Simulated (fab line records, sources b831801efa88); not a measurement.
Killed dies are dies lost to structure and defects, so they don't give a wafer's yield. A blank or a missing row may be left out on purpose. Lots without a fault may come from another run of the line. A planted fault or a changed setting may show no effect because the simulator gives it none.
Chamber matching | flow sky130 | SKY_VIA3_CMP_02 on cmp-01: 4 sister chambers
The step polishes SiO2. 4 wafers are shown with their chamber, then 7 later ones without.

WAFERS WITH THEIR CHAMBER
wafer  | chamber | motor_current_A (A)
L113.1 | 2       | 10.8
L114.4 | 1       | 10.9
L121.2 | 0       | 12.6
L121.3 | 3       | 14.1

WAFERS WITHOUT THEIR CHAMBER
wafer  | motor_current_A (A)
L121.4 | 10.3
L123.2 | 10.3
L123.4 | 14.3
L123.5 | 10.8
L124.2 | 13.0
L124.3 | 10.5
L124.5 | 10.6

WHICH CHAMBER EACH WENT THROUGH
wafer  | from the rows above     | in truth
L121.4 | can't be placed: 2 or 1 | 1
L123.2 | can't be placed: 2 or 1 | 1
L123.4 | 3                       | 3
L123.5 | can't be placed: 2 or 1 | 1
L124.2 | 0                       | 0
L124.3 | can't be placed: 2 or 1 | 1
L124.5 | can't be placed: 2 or 1 | 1
Placed correctly: 2 of 7. Can't be placed from these rows: 5 (the true chamber is among the candidates in 5). Placed wrongly: 0.
How it was worked out, from the rows above alone: a wafer's distance from a chamber is the root of the sum, over the readings, of the square of ((its reading less the chamber's mean) divided by the reading's scatter). The wafer belongs to the nearest chamber; if the next one is less than 2 further off, it can't be placed. A chamber's mean is the mean of its shown wafers. The scatter: with one shown wafer a chamber, the root of the mean of the squares of how far each hidden wafer lies from its nearest shown one.
